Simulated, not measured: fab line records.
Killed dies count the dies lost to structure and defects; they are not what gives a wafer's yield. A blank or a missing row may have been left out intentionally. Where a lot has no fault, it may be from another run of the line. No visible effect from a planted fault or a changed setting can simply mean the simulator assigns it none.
Matching of chambers	flow sky130	cmp-02 running SKY_CONTACT_CMP_04: 4 sister chambers
The step polishes SiO2. 4 wafers are shown with their chamber, then 8 later ones without.

== WAFERS WITH THEIR CHAMBER ==
wafer	chamber	motorCurrentA (A)
L111.1	2	12.1
L111.2	3	12.1
L111.4	1	11.9
L112.2	0	12.6

== WAFERS WHOSE CHAMBER IS MISSING ==
wafer	motorCurrentA (A)
L112.3	11.9
L112.6	11.7
L113.3	12.0
L113.4	11.5
L113.5	13.0
L114.1	11.7
L114.2	11.6
L114.4	12.5

== CHAMBER TAKEN BY EACH ==
wafer	from the rows above	in truth
L112.3	can't be placed: 1 or 2 or 3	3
L112.6	can't be placed: 1 or 2 or 3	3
L113.3	can't be placed: 1 or 2 or 3 or 0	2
L113.4	can't be placed: 1 or 2 or 3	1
L113.5	can't be placed: 0 or 2 or 3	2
L114.1	can't be placed: 1 or 2 or 3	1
L114.2	can't be placed: 1 or 2 or 3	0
L114.4	can't be placed: 0 or 2 or 3 or 1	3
Correct placement for 0 of the 8. Unplaceable from these rows: 8, with the true chamber sitting among the candidates in 7. Placed wrongly: 0.
How it was worked out, from the rows above alone: a wafer's distance from a chamber is the root of the sum, over the readings, of the square of ((its reading less the chamber's mean) divided by the reading's scatter). The wafer belongs to the nearest chamber; if the next one is less than 2 further off, it can't be placed. Each chamber's mean is taken over the wafers shown for it. The scatter: with one shown wafer a chamber, the root of the mean of the squares of how far each hidden wafer lies from its nearest shown one.
